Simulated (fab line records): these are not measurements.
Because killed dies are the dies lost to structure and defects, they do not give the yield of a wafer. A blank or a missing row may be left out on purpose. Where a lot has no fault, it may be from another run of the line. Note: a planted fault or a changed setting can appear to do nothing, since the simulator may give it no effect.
The tool behind it: which one? | flow gf180mcu | 24 lots with 72 wafers sampled at 6 steps, on a route of 602 steps

## WHAT THE GAUGES READ, wafer by wafer
GF_MVPSD_TW_MEAS_11. Usual: MVPSD_TW typically reads 556, with standard deviation 8.4.
lot  | measured     | on            | MVPSD_TW    | flag
L074 | day 5 00:53  | film_metro-04 | 552 552 554 |
L075 | day 5 09:19  | film_metro-04 | 551 550 554 |
L076 | day 5 13:02  | film_metro-04 | 549 553 553 |
L077 | day 5 18:53  | film_metro-03 | 547 548 548 |
L078 | day 5 23:56  | film_metro-04 | 554 552 554 |
L079 | day 6 05:27  | film_metro-03 | 549 549 546 |
L080 | day 6 13:11  | film_metro-01 | 567 569 565 |
L081 | day 6 23:32  | film_metro-01 | 567 567 569 |
L082 | day 7 03:13  | film_metro-01 | 570 571 569 |
L083 | day 7 07:10  | film_metro-03 | 552 546 550 |
L084 | day 7 11:48  | film_metro-03 | 551 548 550 |
L085 | day 7 19:28  | film_metro-04 | 551 550 549 |
L086 | day 8 00:08  | film_metro-01 | 567 568 566 |
L087 | day 8 05:31  | film_metro-01 | 570 565 569 |
L088 | day 8 12:07  | film_metro-04 | 552 554 552 |
L089 | day 8 19:07  | film_metro-03 | 547 549 546 |
L090 | day 8 23:19  | film_metro-01 | 569 565 568 |
L091 | day 9 06:50  | film_metro-03 | 548 549 546 |
L092 | day 9 18:13  | film_metro-01 | 568 568 569 |
L093 | day 9 19:43  | film_metro-03 | 547 548 549 |
L094 | day 10 04:07 | film_metro-04 | 554 553 553 |
L096 | day 10 13:59 | film_metro-04 | 552 551 550 |
L095 | day 10 14:20 | film_metro-01 | 562 564 565 |
L097 | day 10 19:33 | film_metro-03 | 551 550 551 |

GF_V1_BOW_MEAS_05. Usual: V1_BOW typically reads 80 um, with standard deviation 7.1.
lot  | measured     | on            | V1_BOW (um) | flag
L074 | day 17 06:16 | film_metro-02 | 65 76 84    |
L075 | day 17 19:05 | film_metro-04 | 82 83 84    |
L076 | day 18 00:00 | film_metro-04 | 89 81 78    |
L077 | day 18 11:55 | film_metro-04 | 68 91 76    |
L078 | day 18 19:08 | film_metro-01 | 74 80 76    |
L079 | day 19 03:25 | film_metro-02 | 79 93 85    |
L080 | day 19 13:15 | film_metro-01 | 81 83 91    |
L081 | day 20 07:41 | film_metro-02 | 79 74 76    |
L082 | day 20 13:33 | film_metro-01 | 80 76 77    |
L083 | day 20 23:52 | film_metro-01 | 71 69 78    |
L084 | day 21 01:20 | film_metro-01 | 84 71 75    |
L085 | day 21 13:06 | film_metro-01 | 86 83 71    |
L086 | day 21 16:52 | film_metro-04 | 86 91 93    |
L087 | day 22 02:20 | film_metro-01 | 72 72 71    |
L088 | day 22 12:23 | film_metro-01 | 73 76 78    |
L089 | day 22 20:49 | film_metro-04 | 64 64 72    |
L090 | day 23 02:10 | film_metro-01 | 86 91 75    |
L091 | day 23 09:48 | film_metro-01 | 79 89 75    |
L092 | day 24 05:21 | film_metro-01 | 83 83 83    |
L093 | day 24 06:26 | film_metro-02 | 81 81 89    |
L094 | day 24 12:13 | film_metro-04 | 93 72 76    |
L096 | day 25 01:52 | film_metro-02 | 81 84 77    |
L095 | day 25 04:10 | film_metro-01 | 75 79 82    |
L097 | day 25 11:27 | film_metro-04 | 85 77 84    |

GF_M2_RS_MEAS_05: a four-point-probe measurement. Usual: M2_ALCU_RS typically reads 0.0702 ohm/sq, with standard deviation 0.00073.
lot  | measured     | on            | M2_ALCU_RS (ohm/sq)  | flag
L074 | day 18 07:28 | film_metro-02 | 0.0715 0.0709 0.0698 |
L075 | day 18 20:28 | film_metro-03 | 0.0694 0.0687 0.0687 |
L076 | day 19 01:54 | film_metro-03 | 0.0704 0.0698 0.0705 |
L077 | day 19 13:47 | film_metro-01 | 0.0702 0.0711 0.0707 |
L078 | day 19 21:34 | film_metro-01 | 0.0700 0.0694 0.0696 |
L079 | day 20 05:23 | film_metro-03 | 0.0714 0.0709 0.0710 |
L080 | day 20 15:05 | film_metro-02 | 0.0689 0.0688 0.0696 |
L081 | day 21 09:56 | film_metro-02 | 0.0703 0.0711 0.0713 |
L082 | day 21 15:22 | film_metro-01 | 0.0698 0.0690 0.0700 |
L083 | day 22 01:38 | film_metro-03 | 0.0696 0.0710 0.0707 |
L084 | day 22 03:12 | film_metro-01 | 0.0692 0.0705 0.0705 |
L085 | day 22 13:35 | film_metro-02 | 0.0717 0.0705 0.0713 |
L086 | day 22 17:56 | film_metro-03 | 0.0697 0.0698 0.0701 |
L087 | day 23 03:32 | film_metro-03 | 0.0708 0.0714 0.0718 |
L088 | day 23 12:58 | film_metro-01 | 0.0698 0.0694 0.0706 |
L089 | day 23 21:48 | film_metro-03 | 0.0703 0.0699 0.0697 |
L090 | day 24 06:38 | film_metro-01 | 0.0699 0.0704 0.0703 |
L091 | day 24 10:11 | film_metro-03 | 0.0708 0.0707 0.0696 |
L092 | day 25 04:58 | film_metro-01 | 0.0698 0.0697 0.0697 |
L093 | day 25 05:55 | film_metro-02 | 0.0702 0.0704 0.0706 |
L094 | day 25 11:24 | film_metro-02 | 0.0699 0.0710 0.0697 |
L096 | day 26 01:23 | film_metro-03 | 0.0700 0.0700 0.0710 |
L095 | day 26 03:28 | film_metro-02 | 0.0703 0.0703 0.0704 |
L097 | day 26 10:42 | film_metro-01 | 0.0698 0.0698 0.0705 |

GF_M5_OVL_MEAS_08. Usual: M5_OVL typically reads 4 nm, with standard deviation 5.3.
lot  | measured     | on         | M5_OVL (nm) | flag
L074 | day 26 09:33 | overlay-02 | 2 2 5       |
L075 | day 26 21:50 | overlay-02 | 2 3 2       |
L076 | day 27 02:02 | overlay-01 | 3 5 9       |
L077 | day 27 10:18 | overlay-01 | 4 2 9       |
L078 | day 27 17:54 | overlay-01 | 12 6 11     |
L079 | day 28 01:21 | overlay-02 | -3 0 1      |
L080 | day 28 07:50 | overlay-02 | -2 0 2      |
L081 | day 28 23:34 | overlay-02 | 5 3 -6      |
L082 | day 29 02:31 | overlay-02 | 11 2 11     |
L083 | day 29 10:44 | overlay-01 | -2 10 3     |
L084 | day 29 12:58 | overlay-02 | -1 3 -2     |
L085 | day 30 00:23 | overlay-01 | 4 1 -5      |
L086 | day 30 02:46 | overlay-01 | -1 -4 10    |
L087 | day 30 09:42 | overlay-02 | 0 7 12      |
L088 | day 30 21:17 | overlay-02 | -4 1 -2     |
L089 | day 31 00:43 | overlay-01 | 1 5 -10     |
L090 | day 31 08:28 | overlay-02 | 2 2 4       |
L091 | day 31 10:08 | overlay-01 | 16 14 5     |
L092 | day 32 02:17 | overlay-02 | 8 16 17     |
L093 | day 32 02:53 | overlay-02 | 3 -1 11     |
L094 | day 32 06:02 | overlay-01 | 4 4 1       |
L096 | day 32 17:06 | overlay-02 | -1 1 6      |
L095 | day 32 19:05 | overlay-02 | 5 1 6       |
L097 | day 33 00:46 | overlay-01 | -5 3 0      |

## TOOL THAT RAN EACH LOT (tool first, then ch and the chambers of the sampled wafers, then the start)
lot  | GF_M1_SPUTTER_04             | GF_MIM_SPUTTER_07
L074 | pvd_sputter-01, day 16 05:13 | pvd_sputter-01, day 24 13:37
L075 | pvd_sputter-03, day 16 18:34 | pvd_sputter-03, day 25 02:53
L076 | pvd_sputter-01, day 16 23:19 | pvd_sputter-04, day 25 06:58
L077 | pvd_sputter-04, day 17 11:07 | pvd_sputter-04, day 25 17:04
L078 | pvd_sputter-01, day 17 18:13 | pvd_sputter-04, day 26 01:03
L079 | pvd_sputter-03, day 18 02:01 | pvd_sputter-01, day 26 07:46
L080 | pvd_sputter-01, day 18 11:40 | pvd_sputter-01, day 26 15:01
L081 | pvd_sputter-01, day 19 05:25 | pvd_sputter-04, day 27 07:26
L082 | pvd_sputter-04, day 19 12:04 | pvd_sputter-03, day 27 11:03
L083 | pvd_sputter-01, day 19 20:25 | pvd_sputter-01, day 27 19:22
L084 | pvd_sputter-04, day 19 23:37 | pvd_sputter-04, day 27 23:05
L085 | pvd_sputter-03, day 20 12:07 | pvd_sputter-04, day 28 09:07
L086 | pvd_sputter-04, day 20 15:37 | pvd_sputter-01, day 28 11:57
L087 | pvd_sputter-04, day 21 01:14 | pvd_sputter-04, day 28 19:16
L088 | pvd_sputter-03, day 21 11:11 | pvd_sputter-03, day 29 06:59
L089 | pvd_sputter-01, day 21 20:20 | pvd_sputter-01, day 29 11:28
L090 | pvd_sputter-03, day 22 01:46 | pvd_sputter-03, day 29 19:38
L091 | pvd_sputter-01, day 22 10:13 | pvd_sputter-01, day 29 21:29
L092 | pvd_sputter-04, day 23 05:21 | pvd_sputter-01, day 30 14:54
L093 | pvd_sputter-01, day 23 06:34 | pvd_sputter-01, day 30 15:49
L094 | pvd_sputter-01, day 23 12:40 | pvd_sputter-04, day 30 18:14
L096 | pvd_sputter-04, day 24 02:02 | pvd_sputter-01, day 31 06:11
L095 | pvd_sputter-03, day 24 05:14 | pvd_sputter-03, day 31 08:48
L097 | pvd_sputter-01, day 24 11:07 | pvd_sputter-04, day 31 14:36
- GF_M1_SPUTTER_04: material TiN, target thk 50 nm, time 41.7 s.
- GF_MIM_SPUTTER_07: material TiN, target thk 60 nm, time 50 s.

## AS READ BY THE TOOLS THEMSELVES (means over the sampled wafers that have a number; for cases with no such wafer, the mark the record gives instead)
GF_M1_SPUTTER_04. Usual: throttle_valve_pct at 29.7 %, with a standard deviation of 0.81.
lot  | tool           | throttle_valve_pct (%) | flag
L074 | pvd_sputter-01 | 30.1                   |
L075 | pvd_sputter-03 | 29.5                   |
L076 | pvd_sputter-01 | 29.5                   |
L077 | pvd_sputter-04 | 30.7                   |
L078 | pvd_sputter-01 | 30.1                   |
L079 | pvd_sputter-03 | 29.5                   |
L080 | pvd_sputter-01 | 29.6                   |
L081 | pvd_sputter-01 | 29.3                   |
L082 | pvd_sputter-04 | 29.7                   |
L083 | pvd_sputter-01 | 29.1                   |
L084 | pvd_sputter-04 | 30.2                   |
L085 | pvd_sputter-03 | 30.0                   |
L086 | pvd_sputter-04 | 30.6                   |
L087 | pvd_sputter-04 | 29.5                   |
L088 | pvd_sputter-03 | 29.8                   |
L089 | pvd_sputter-01 | 30.2                   |
L090 | pvd_sputter-03 | 29.8                   |
L091 | pvd_sputter-01 | 30.4                   |
L092 | pvd_sputter-04 | 30.6                   |
L093 | pvd_sputter-01 | 29.2                   |
L094 | pvd_sputter-01 | 29.6                   |
L096 | pvd_sputter-04 | 29.7                   |
L095 | pvd_sputter-03 | 29.6                   |
L097 | pvd_sputter-01 | 29.7                   |

GF_MIM_SPUTTER_07. Usual: throttle_valve_pct at 29.7 %, with a standard deviation of 0.8.
lot  | tool           | throttle_valve_pct (%) | flag
L074 | pvd_sputter-01 | 28.9                   |
L075 | pvd_sputter-03 | 29.8                   |
L076 | pvd_sputter-04 | 29.6                   |
L077 | pvd_sputter-04 | 29.2                   |
L078 | pvd_sputter-04 | 29.7                   |
L079 | pvd_sputter-01 | 29.4                   |
L080 | pvd_sputter-01 | 28.9                   |
L081 | pvd_sputter-04 | 30.0                   |
L082 | pvd_sputter-03 | 29.5                   |
L083 | pvd_sputter-01 | 29.4                   |
L084 | pvd_sputter-04 | 30.1                   |
L085 | pvd_sputter-04 | 29.8                   |
L086 | pvd_sputter-01 | 28.9                   |
L087 | pvd_sputter-04 | 30.3                   |
L088 | pvd_sputter-03 | 29.8                   |
L089 | pvd_sputter-01 | 29.9                   |
L090 | pvd_sputter-03 | 29.5                   |
L091 | pvd_sputter-01 | 29.5                   |
L092 | pvd_sputter-01 | 29.5                   |
L093 | pvd_sputter-01 | 29.4                   |
L094 | pvd_sputter-04 | 30.4                   |
L096 | pvd_sputter-01 | 30.4                   |
L095 | pvd_sputter-03 | 29.6                   |
L097 | pvd_sputter-04 | 30.4                   |

## THE ANSWER, worked out from the rows above alone
Rule: a lot counts as off when the mean over its wafers that have a number is more than 3 standard deviations away from the usual mean. Also off: a lot with no number at a reading for which 4 or more lots have one. Any other lot the step has rows for is counted as sound. After the gauges, taken in route order, come the tools' own readings; for these a lot's mean is taken, as printed above. At the first step where some lot is off, the reading lying furthest off is the one used; lots without a number count as furthest.
Across all readings shown, no lot is off: no conclusion can be drawn from this.

## WHAT WAS PUT IN BY THE SIMULATOR
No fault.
